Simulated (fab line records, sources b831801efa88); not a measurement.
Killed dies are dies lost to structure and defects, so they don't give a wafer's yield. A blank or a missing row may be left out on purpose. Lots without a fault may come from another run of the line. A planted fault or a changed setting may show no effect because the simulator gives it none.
fab line records | flow sky130
record lots=7 wafers=21 last_day=50
route steps=708 shown METAL1@446 VIA1@458 PAD_OPEN@708
lots that met no fault: from a run of the same line without faults
start_h: hours from the record's first day to the start of the lot's first wafer shown | wait_h: hours since the lot's step before | " the same as in the row above | L1.1+2: a row that stands for several wafers | - no value, or no start given | * or withheld: withheld | < > ~ a bound
route shown NAME@n: a module of which the file shows steps, and the number in the route of the first | usual: mean/standard deviation of fault-free wafers | same: alike in all rows | chamber/n: place in a boat | sites: the reading at each site | _std_site: their standard deviation | _edge_site: outer sites' mean less inner sites' | radius_mm: how far each site lies from the wafer's centre | mask NAME#n: copy n | behind: the tool/chamber that last shaped the wafer | hold: why the lot was held/for how many hours/how that ended | device: the transistor (n, p or np) that didn't switch | end of line: the same wafers' tests at the end of the route | a step without rows: its recipe alone | killed: dies lost to structure and defects at the first sort, not the wafer's yield | map: a wafer's dies, x killed, . not, _ none there
set.NAME: the setting as run; set.NAME@STEP: as run at that earlier step | model.NAME: the simulator's own value behind a step, which no gauge read
lots at some steps of the route; a table a step, a row a wafer
services: from which hour (start_h, from the record's first day; less than 0 if before it) a tool's chamber was out of use, for how many hours, and why
## steps
# step SKY_METAL1_EXPOSE_12
# recipe mask_id=MM1 na=0.8 source_shape=annular sigma_inner=0.55 sigma_outer=0.85 target_cd_nm=140 dose_mj=28
# step SKY_METAL1_PEB_13
# recipe peb_temp_c=withheld peb_time_s=withheld resist=KrF-thick
# step SKY_METAL1_DEVELOP_14
# recipe develop_time_s=60 resist=KrF-thick dev_temp_c=21
# step SKY_METAL1_CD_MEAS_15
# recipe target_cd_nm=140
# usual cd_nm=139.9/1.2
# columns lot.wafer tool chamber start_h wait_h cd_nm
L380.1 cd_sem-01 - 797.63 - 141.0
L380.3 " - " " 140.8
L380.4 " - " " 140.5
L382.1 cd_sem-02 - 822.40 - 140.9
L382.2 " - " " 139.9
L382.5 " - " " 139.3
L387.3 cd_sem-01 - 828.24 - 139.0
L387.4 " - " " 139.9
L387.5 " - " " 140.5
L386.1 cd_sem-02 - 831.43 - 140.1
L386.4 " - " " 140.9
L386.6 " - " " 140.5
L388.4 cd_sem-01 - 844.91 - 139.9
L388.5 " - " " 139.4
L388.6 " - " " 140.4
L389.3 cd_sem-02 - 848.23 - 139.8
L389.4 " - " " 140.7
L389.5 " - " " 141.0
L398.2 cd_sem-01 - 927.79 - 138.4
L398.3 " - " " 138.4
L398.5 " - " " 137.4
# step SKY_METAL1_OVL_MEAS_16
# usual METAL1_OVL=4/5
# columns lot.wafer tool chamber start_h wait_h METAL1_OVL[nm]
L380.1 overlay-02 - 797.75 0.1 1
L380.3 " - " " 2
L380.4 " - " " 6
L382.1 overlay-01 - 822.52 0.1 2
L382.2 " - " " 0
L382.5 " - " " 1
L387.3 overlay-02 - 828.33 0.1 -4
L387.4 " - " " -2
L387.5 " - " " 1
L386.1 overlay-01 - 831.55 0.1 13
L386.4 " - " " 8
L386.6 " - " " 10
L388.4 overlay-01 - 844.98 0.1 1
L388.5 " - " " 2
L388.6 " - " " 3
L389.3 overlay-02 - 848.32 0.1 11
L389.4 " - " " 8
L389.5 " - " " 6
L398.2 overlay-02 - 927.90 0.1 -7
L398.3 " - " " 1
L398.5 " - " " 4
# step SKY_METAL1_DESCUM_17
# recipe chemistry=O2 source_power_w=150 bias_power_w=0 pressure_mtorr=10 temp_c=40 time_s=8
# usual chamber_pressure_mTorr=10.001/0.0085 drypump_motor_current_A=5.8/0.47 oes_product_au=1.000/0.0071 rf_fwd_power_W=146.9/0.57
# columns lot.wafer tool chamber start_h wait_h chamber_pressure_mTorr drypump_motor_current_A oes_product_au rf_fwd_power_W rf_hours_counter_h
L380.1 rie_metal-04 1 797.78 0.0 9.999 5.5 0.996 146.1 12
L380.3 " 1 " " 9.996 5.5 0.992 146.6 -
L380.4 " 0 " " 9.994 5.6 0.998 146.5 -
L382.1 rie_metal-04 0 822.55 0.0 10.003 5.7 0.996 146.5 12
L382.2 " 1 " " 10.008 5.5 0.995 146.0 13
L382.5 " 1 " " 9.995 5.5 0.991 146.5 -
L387.3 rie_metal-04 0 828.36 0.0 9.990 5.6 0.994 146.7 -
L387.4 " 1 " " 10.003 5.5 1.009 146.8 -
L387.5 " 1 " " 10.003 5.5 1.003 146.8 -
L386.1 rie_metal-01 0 831.58 0.0 9.999 6.3 0.994 147.9 7
L386.4 " 0 " " 10.001 6.3 1.011 147.0 -
L386.6 " 1 " " 10.003 6.5 1.008 146.1 -
L388.4 rie_metal-03 1 845.01 0.0 9.993 5.5 0.999 148.4 -
L388.5 " 0 " " 9.999 5.2 1.006 147.8 -
L388.6 " 1 " " 9.993 5.5 0.993 147.9 -
L389.3 rie_metal-01 1 848.36 0.0 9.991 6.5 0.996 147.5 -
L389.4 " 0 " " 10.015 6.3 1.011 145.9 -
L389.5 " 0 " " 10.005 6.3 1.008 145.9 -
L398.2 rie_metal-01 0 927.93 0.0 10.007 6.3 0.996 146.2 11
L398.3 " 1 " " 9.992 6.5 1.006 146.9 -
L398.5 " 0 " " 9.993 6.3 1.002 146.8 -
# step SKY_METAL1_ETCH_18
# recipe chemistry=N2/H2 target=BARC ion_energy_ev=200 bias_w=100 pressure_mtorr=30 n2_flow_sccm=100 h2_flow_sccm=200 icp_w=500 stop_on=SiO2 time_s=45.9 target_depth_a=600
# usual chamber_pressure_mTorr=29.999/0.027 drypump_motor_current_A=5.8/0.47 oes_product_au=0.855/0.0044 rf_fwd_power_W=495.0/1.7 throttle_valve_pct=13.224/0.0092
# columns lot.wafer tool chamber start_h wait_h chamber_pressure_mTorr drypump_motor_current_A oes_product_au rf_fwd_power_W rf_hours_counter_h throttle_valve_pct
L380.1 rie_metal-04 1 797.82 0.0 29.958 5.5 0.856 494.2 12 13.214
L380.3 " 1 " " 29.985 5.5 0.853 494.1 - 13.222
L380.4 " 0 " " 29.951 5.7 0.854 494.5 - 13.222
L382.1 rie_metal-04 0 822.58 0.0 30.024 5.6 0.859 497.6 12 13.224
L382.2 " 1 " " 29.990 5.5 0.857 495.5 13 13.236
L382.5 " 1 " " 29.977 5.5 0.860 495.1 - 13.219
L387.3 rie_metal-04 0 828.41 0.0 30.040 5.6 0.851 492.2 - 13.210
L387.4 " 1 " " 29.982 5.5 0.851 490.6 - 13.226
L387.5 " 1 " " 30.001 5.5 0.861 493.6 - 13.218
L386.1 rie_metal-01 0 831.62 0.0 29.960 6.3 0.859 491.8 7 13.227
L386.4 " 0 " " 29.999 6.3 0.866 492.4 - 13.228
L386.6 " 1 " " 30.000 6.4 0.849 493.3 - 13.225
L388.4 rie_metal-03 1 845.06 0.0 30.022 5.5 0.860 495.3 - 13.224
L388.5 " 0 " " 30.000 5.2 0.859 497.6 - 13.213
L388.6 " 1 " " 29.950 5.5 0.859 494.9 - 13.223
L389.3 rie_metal-01 1 848.40 0.0 29.991 6.5 0.843 496.0 - 13.215
L389.4 " 0 " " 29.965 6.3 0.853 491.0 - 13.203
L389.5 " 0 " " 30.033 6.3 0.853 492.1 - 13.230
L398.2 rie_metal-01 0 927.96 0.0 29.995 6.3 0.850 493.1 11 13.230
L398.3 " 1 " " 30.016 6.5 0.855 493.6 - 13.229
L398.5 " 0 " " 29.955 6.3 0.851 492.4 - 13.244
# step SKY_METAL1_METAL_ETCH_19
# recipe target_depth_a=3600 stop_on=SiO2 over_etch_frac=0.3 time_s=78 chemistry=Cl2/BCl3 resist_sidewall_deg=88 pressure_mtorr=10 icp_w=900 bias_w=48.5 Cl2_flow_sccm=60 bcl3_flow_sccm=30
# usual bcl3_flow_sccm=29.99/0.1 chamber_pressure_mTorr=10.000/0.0092 drypump_motor_current_A=5.8/0.47 oes_product_au=0.849/0.0064 rf_fwd_power_W=893.7/2.8 throttle_valve_pct=22.265/0.0087
# same over_etch_frac=0.3
# columns lot.wafer tool chamber start_h wait_h bcl3_flow_sccm chamber_pressure_mTorr drypump_motor_current_A oes_product_au rf_fwd_power_W rf_hours_counter_h throttle_valve_pct
L380.1 rie_metal-04 1 797.88 0.0 30.13 10.004 5.5 0.854 892.4 12 22.262
L380.3 " 1 " " 30.10 9.996 5.5 0.848 897.7 - 22.256
L380.4 " 0 " " 29.88 9.998 5.7 0.848 891.1 - 22.261
L382.1 rie_metal-04 0 822.65 0.0 30.00 10.002 5.6 0.852 891.6 12 22.268
L382.2 " 1 " " 29.91 10.010 5.5 0.849 895.7 13 22.268
L382.5 " 1 " " 30.03 10.006 5.5 0.850 893.4 - 22.263
L387.3 rie_metal-04 0 828.48 0.1 29.86 10.002 5.6 0.854 891.4 - 22.276
L387.4 " 1 " " 29.99 9.982 5.5 0.857 891.3 - 22.263
L387.5 " 1 " " 30.02 9.991 5.5 0.853 889.4 - 22.279
L386.1 rie_metal-01 0 831.68 0.0 29.89 10.000 6.3 0.847 892.1 7 22.268
L386.4 " 0 " " 29.81 10.007 6.3 0.849 894.0 - 22.247
L386.6 " 1 " " 29.93 9.996 6.5 0.844 891.6 - 22.270
L388.4 rie_metal-03 1 845.13 0.1 30.12 10.005 5.5 0.851 895.1 - 22.277
L388.5 " 0 " " 30.04 10.016 5.2 0.864 897.0 - 22.259
L388.6 " 1 " " 30.22 9.989 5.5 0.850 892.2 - 22.267
L389.3 rie_metal-01 1 848.47 0.1 30.03 9.993 6.5 0.858 891.7 - 22.261
L389.4 " 0 " " 30.06 10.010 6.2 0.869 894.2 - 22.268
L389.5 " 0 " " 30.00 10.010 6.3 0.840 893.2 - 22.256
L398.2 rie_metal-01 0 928.02 0.0 30.08 10.003 6.3 0.845 892.1 11 22.270
L398.3 " 1 " " 29.97 9.995 6.5 0.839 892.0 - 22.273
L398.5 " 0 " " 30.12 9.994 6.2 0.844 892.4 - 22.261
# step SKY_METAL1_STRIP_20
# recipe chemistry=O2/N2 power_w=1400 pressure_mtorr=1500 platen_temp_c=withheld o2_flow_sccm=3000 n2_flow_sccm=300 overash_fraction=0.5
# usual chamber_pressure_mTorr=1500.0/1.4 drypump_motor_current_A=5.7/0.33 oes_product_au=0.343/0.0049 strip_time_to_endpoint_s=2.690/0.026
# columns lot.wafer tool chamber start_h wait_h chamber_pressure_mTorr drypump_motor_current_A oes_product_au rf_hours_counter_h strip_time_to_endpoint_s
L380.1 plasma_asher-02 1 797.97 0.1 1497.6 5.9 0.345 5 2.700
L380.3 " 0 " " 1501.7 5.1 0.351 - 2.680
L380.4 " 1 " " 1501.0 5.9 0.341 - 2.690
L382.1 plasma_asher-01 1 822.74 0.1 1499.8 5.9 0.341 40 2.725
L382.2 " 0 " " 1497.7 5.6 0.344 40 2.701
L382.5 " 1 " " 1499.2 5.9 0.338 - 2.712
L387.3 plasma_asher-03 0 828.57 0.1 1500.1 6.2 0.351 - 2.697
L387.4 " 1 " " 1500.9 5.8 0.350 - 2.661
L387.5 " 1 " " 1499.2 5.8 0.346 - 2.706
L386.1 plasma_asher-01 1 831.77 0.1 1501.1 5.8 0.347 41 2.723
L386.4 " 1 " " 1501.4 5.9 0.343 - 2.706
L386.6 " 1 " " 1499.7 5.9 0.345 - 2.713
L388.4 plasma_asher-03 1 845.22 0.1 1500.8 5.8 0.352 - 2.713
L388.5 " 1 " " 1499.9 5.8 0.342 - 2.693
L388.6 " 0 " " 1501.0 6.2 0.350 - 2.744
L389.3 plasma_asher-01 1 848.56 0.1 1499.5 5.9 0.342 - 2.672
L389.4 " 0 " " 1502.4 5.6 0.346 - 2.723
L389.5 " 1 " " 1499.4 5.9 0.347 - 2.679
L398.2 plasma_asher-03 0 928.11 0.1 1499.2 6.2 0.344 113 2.680
L398.3 " 1 " " 1500.3 5.8 0.343 - 2.693
L398.5 " 0 " " 1499.1 6.3 0.338 - 2.671
# step SKY_METAL1_STRIP_21
# recipe chemistry=post_etch_residue_remover time_s=1200 temp_c=72.5
# step SKY_METAL1_CLEAN_22
# recipe chemistry=IPA time_s=180 temp_c=25
# step SKY_METAL1_CLEAN_23
# recipe chemistry=O3/DIW dry=n2_spin
# step SKY_VIA1_HDPCVD_00
# recipe material=SiO2 target_thk_nm=1030 sigma_open_frac=0.3 time_s=171.7 temp_c=400 sih4_flow_sccm=60 pressure_mtorr=6
# usual susceptor_temp_C=399.94/0.23
# columns lot.wafer tool chamber start_h wait_h susceptor_temp_C
L380.1 hdpcvd-02 0 798.56 0.0 400.12
L380.3 " 2 " " 399.89
L380.4 " 0 " " 400.21
L382.1 hdpcvd-02 0 823.41 0.0 399.64
L382.2 " 1 " " 400.07
L382.5 " 2 " " 399.51
L387.3 hdpcvd-02 0 829.31 0.0 399.63
L387.4 " 1 " " 399.95
L387.5 " 0 " " 399.63
L387.3 hdpcvd-02 0 829.59 0.2 399.85
L387.4 " 1 " " 399.89
L387.5 " 0 " " 400.16
L386.1 hdpcvd-01 0 832.71 0.0 399.63
L386.4 " 2 " " 399.73
L386.6 " 0 " " 399.95
L386.1 hdpcvd-01 0 832.99 0.2 399.59
L386.4 " 2 " " 399.90
L386.6 " 0 " " 399.89
L388.4 hdpcvd-01 1 846.86 0.1 399.98
L388.5 " 2 " " 400.26
L388.6 " 0 " " 400.20
L389.3 hdpcvd-02 1 849.30 0.0 400.03
L389.4 " 0 " " 399.20
L389.5 " 2 " " 399.49
L389.3 hdpcvd-02 1 849.58 0.2 400.13
L389.4 " 0 " " 399.83
L389.5 " 2 " " 399.88
L398.2 hdpcvd-01 0 929.10 0.0 399.92
L398.3 " 2 " " 399.83
L398.5 " 1 " " 400.00
# step SKY_VIA1_THK_MEAS_01
# recipe reads=SiO2_of_VIA1_HDPCVD_00
# usual VIA1_HDPCVD_THK=1032/10
# columns lot.wafer tool chamber start_h wait_h VIA1_HDPCVD_THK[nm]
L380.1 film_metro-01 - 798.67 0.1 1019
L380.3 " - " " 1034
L380.4 " - " " 1030
L382.1 film_metro-02 - 823.52 0.1 1040
L382.2 " - " " 1034
L382.5 " - " " 1030
L387.3 film_metro-01 - 829.72 0.1 2070
L387.4 " - " " 2066
L387.5 " - " " 2077
L386.1 film_metro-02 - 833.10 0.1 2039
L386.4 " - " " 2034
L386.6 " - " " 2036
L388.4 film_metro-02 - 846.95 0.0 1011
L388.5 " - " " 1029
L388.6 " - " " 1020
L389.3 film_metro-01 - 849.76 0.1 2088
L389.4 " - " " 2074
L389.5 " - " " 2076
L398.2 film_metro-02 - 929.22 0.1 1035
L398.3 " - " " 1021
L398.5 " - " " 1020
# step SKY_VIA1_CMP_02
# recipe material=SiO2 down_force_psi=4 platen_rpm=60 pad_velocity_m_s=0.94248
# usual head_pressure_psi=4.000/0.0086 motor_current_A=12.6/1.1 slurry_filter_dp_kPa=13.49/0.13 slurry_flow_ml_min=150.1/0.48
# columns lot.wafer tool chamber start_h wait_h head_pressure_psi motor_current_A slurry_filter_dp_kPa slurry_flow_ml_min
L380.3 cmp-01 2 798.73 0.0 4.000 12.5 13.67 149.9
L380.1 " 0 " " 3.998 12.1 13.64 150.1
L380.4 " 1 " " 3.995 13.8 13.48 150.4
L382.1 cmp-01 1 823.58 0.1 4.006 14.1 13.42 149.9
L382.2 " 0 " " 4.002 11.8 13.38 149.8
L382.5 " 2 " " 4.013 12.6 13.33 150.4
L387.3 cmp-02 1 829.86 0.1 4.000 11.0 13.27 150.2
L387.4 " 2 " " 3.990 12.8 13.46 149.8
L387.5 " 3 " " 3.999 11.2 13.47 150.4
L386.1 cmp-01 0 833.16 0.1 4.000 11.4 13.38 150.1
L386.4 " 2 " " 3.998 12.9 13.61 149.5
L386.6 " 1 " " 3.998 14.2 13.56 151.0
L388.4 cmp-01 0 847.13 0.2 3.988 11.4 13.33 149.9
L388.5 " 1 " " 3.994 13.8 13.51 149.9
L388.6 " 2 " " 4.008 13.1 13.48 149.7
L389.4 cmp-01 1 849.80 0.0 4.012 13.5 13.56 150.4
L389.3 " 0 " " 4.002 12.0 13.61 150.9
L389.5 " 2 " " 3.992 12.6 13.41 150.2
L398.2 cmp-02 0 929.32 0.1 4.004 14.3 13.69 150.4
L398.3 " 2 " " 4.001 12.4 13.67 150.2
L398.5 " 3 " " 3.992 10.4 13.50 150.9
# step SKY_PAD_OPEN_PROBE_99
# usual defect_limited_yield=82.3/2.1 killed_at_M0_to_M3=43/7.4 killed_at_M4_up=3.1/1.8 killed_at_contacts=26/5.6 killed_at_front_end=15/4.9 killed_at_other=0.2/0.44 killed_dies=87/10 killed_open=48/7.6 killed_short=39/6.2 sort_bin_3_pad_short=0.9/0.43 sort_bin_5_function=10.5/1.5 sort_bin_6_memory=6.3/1.2 sort_n_pass=405/10 sort_yield_pct=82.3/2.1
# same gross_dies=492 killed_at_back_side=0 sort_bin_4_leakage[%]=0 sort_bin_8_speed[%]=0
# columns lot.wafer tool chamber start_h wait_h defect_limited_yield[%] killed_at_M0_to_M3 killed_at_M4_up killed_at_contacts killed_at_front_end killed_at_other killed_dies killed_open killed_short sort_bin_3_pad_short[%] sort_bin_5_function[%] sort_bin_6_memory[%] sort_n_pass sort_yield_pct[%]
L380.1 prober-02 - 1100.05 0.1 84.1 35 4 29 10 0 78 44 31 0.8 9.1 5.9 414 84.1
L380.3 prober-02 - 1100.15 0.2 81.5 48 2 27 14 0 91 49 42 0.6 11.0 6.9 401 81.5
L380.4 prober-02 - 1100.20 0.2 81.9 43 4 26 16 0 89 55 34 1.0 10.8 6.3 403 81.9
L387.3 prober-01 - 1125.67 0.2 83.5 41 4 27 9 0 81 38 42 0.6 10.2 5.7 411 83.5
L387.4 prober-01 - 1125.72 0.2 80.7 34 6 40 15 0 95 58 37 0.8 12.2 6.3 397 80.7
L387.5 prober-01 - 1125.77 0.2 82.3 35 2 36 14 0 87 53 34 1.2 9.8 6.7 405 82.3
L386.1 prober-02 - 1128.91 0.1 84.6 37 4 19 16 0 76 47 29 1.0 7.5 6.9 416 84.6
L386.4 prober-02 - 1129.06 0.2 80.9 49 6 22 17 0 94 57 36 0.8 10.6 7.7 398 80.9
L386.6 prober-02 - 1129.16 0.2 77.8 56 5 30 18 0 109 53 55 1.8 12.8 7.5 383 77.8
L389.3 prober-02 - 1141.57 0.2 78.0 58 3 32 14 1 108 57 49 1.4 13.8 6.7 384 78.0
L389.4 prober-02 - 1141.62 0.2 78.7 49 5 33 18 0 105 50 55 1.6 12.4 7.3 387 78.7
L389.5 prober-02 - 1141.67 0.2 79.9 49 5 32 13 0 99 44 54 1.0 11.8 7.3 393 79.9
# killed by level:class
L380.1 CONTACT:geometric_particle:open=14 VIA3:geometric_particle:open=8 CONTACT:geometric_particle:short=7 VIA2:geometric_particle:open=6 VIA3:geometric_particle:short=5 FIELD_ISO:geometric_particle:open=3 POLY_GATE:geometric_particle:short=3 POLY_GATE:geometric_particle:open=3
L380.3 VIA1:geometric_particle:open=17 CONTACT:geometric_particle:open=8 LI_CONTACT:geometric_particle:open=7 METAL2:geometric_particle:short=7 VIA2:geometric_particle:open=7 CONTACT:geometric_particle:short=6 POLY_GATE:geometric_particle:short=5 FIELD_ISO:geometric_particle:short=4
L380.4 CONTACT:geometric_particle:open=10 VIA1:geometric_particle:open=9 LI_CONTACT:geometric_particle:open=8 VIA2:geometric_particle:open=7 VIA3:geometric_particle:open=6 METAL2:geometric_particle:short=5 POLY_GATE:geometric_particle:open=4 POLY_GATE:geometric_particle:short=4
L387.3 CONTACT:geometric_particle:open=11 METAL1:geometric_particle:short=8 VIA1:geometric_particle:open=8 VIA1:geometric_particle:short=6 METAL2:geometric_particle:short=6 LI_CONTACT:geometric_particle:open=5 CONTACT:geometric_particle:short=5 LOCAL_INTERCONNECT:geometric_particle:short=4
L387.4 CONTACT:geometric_particle:open=18 LI_CONTACT:geometric_particle:open=9 VIA1:geometric_particle:open=8 CONTACT:geometric_particle:short=7 VIA3:geometric_particle:open=5 VIA1:geometric_particle:short=4 VIA2:geometric_particle:open=4 VIA3:geometric_particle:short=4
L387.5 CONTACT:geometric_particle:open=15 VIA1:geometric_particle:open=10 FIELD_ISO:geometric_particle:short=8 LI_CONTACT:geometric_particle:open=7 VIA1:geometric_particle:short=6 VIA2:geometric_particle:open=6 LOCAL_INTERCONNECT:geometric_particle:short=5 VIA3:geometric_particle:open=5
L386.1 VIA1:geometric_particle:open=10 CONTACT:geometric_particle:open=8 VIA2:geometric_particle:open=7 METAL1:geometric_particle:short=6 FIELD_ISO:geometric_particle:open=5 LI_CONTACT:geometric_particle:open=5 VIA1:geometric_particle:short=4 VIA3:geometric_particle:open=4
L386.4 VIA1:geometric_particle:open=17 CONTACT:geometric_particle:open=12 POLY_GATE:geometric_particle:short=9 VIA3:geometric_particle:open=7 VIA1:geometric_particle:short=6 POLY_GATE:geometric_particle:open=4 LI_CONTACT:geometric_particle:open=4 METAL1:geometric_particle:short=4
L386.6 CONTACT:geometric_particle:open=11 VIA1:geometric_particle:open=11 METAL2:geometric_particle:short=7 VIA2:geometric_particle:open=7 CONTACT:geometric_particle:short=6 LI_CONTACT:geometric_particle:open=6 VIA2:geometric_particle:short=6 FIELD_ISO:geometric_particle:open=5
L389.3 VIA1:geometric_particle:open=12 LI_CONTACT:geometric_particle:open=10 VIA3:geometric_particle:open=9 VIA1:geometric_particle:short=8 VIA2:geometric_particle:open=8 METAL1:geometric_particle:short=7 CONTACT:geometric_particle:open=6 CONTACT:geometric_particle:short=6
L389.4 VIA1:geometric_particle:open=12 CONTACT:geometric_particle:open=11 LOCAL_INTERCONNECT:geometric_particle:short=7 VIA2:geometric_particle:open=7 POLY_GATE:geometric_particle:short=6 VIA1:geometric_particle:short=6 METAL2:geometric_particle:short=6 METAL1:geometric_particle:short=5
L389.5 LOCAL_INTERCONNECT:geometric_particle:short=11 VIA1:geometric_particle:open=10 VIA3:geometric_particle:short=7 VIA3:geometric_particle:open=6 LI_CONTACT:geometric_particle:open=6 METAL1:geometric_particle:short=5 CONTACT:geometric_particle:short=5 CONTACT:geometric_particle:open=5
## services
# columns tool chamber start_h hours kind
cmp-02 - 791.23 1.3 repair
rie_metal-01 1 792.18 - clean
rie_metal-01 1 792.18 17.2 scheduled_down
rie_metal-01 1 792.18 17.2 vent_cycle
rie_metal-03 - 802.37 10.0 pm
rie_metal-04 - 817.85 1.0 repair
plasma_asher-01 - 823.24 0.4 repair
rie_metal-01 0 823.68 3.1 repair
hdpcvd-01 - 828.81 1.3 repair
cmp-01 - 834.00 6.8 repair
rie_metal-04 - 844.59 1.9 repair
plasma_asher-01 - 859.17 1.4 repair
rie_metal-04 - 866.96 0.1 repair
rie_metal-04 1 867.09 - clean
rie_metal-04 1 867.09 19.6 scheduled_down
rie_metal-04 1 867.09 19.6 vent_cycle
hdpcvd-02 2 873.50 5.9 repair
rie_metal-01 1 875.61 3.7 repair
rie_metal-03 0 892.96 24.6 repair
hdpcvd-01 2 906.10 14.7 repair
cmp-02 - 908.08 1.3 repair
rie_metal-03 - 910.28 0.4 repair
cmp-02 - 912.09 4.0 pm
cmp-01 - 921.28 2.9 repair
## key
first_sign step=SKY_VIA1_HDPCVD_00 reading=visit direction=added
effect step=SKY_VIA1_THK_MEAS_01 reading=VIA1_HDPCVD_THK direction=up sigmas=99+ usual=1032 struck=2062
met_at SKY_VIA1_HDPCVD_00
struck_wafers L386.1,L386.4,L386.6,L387.3,L387.4,L387.5,L389.3,L389.4,L389.5
fault kind=repeated_step_whole tool=hdpcvd-01,hdpcvd-02 chamber=- onset_h=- steps=SKY_VIA1_HDPCVD_00 times=1 scope=struck_lots_only
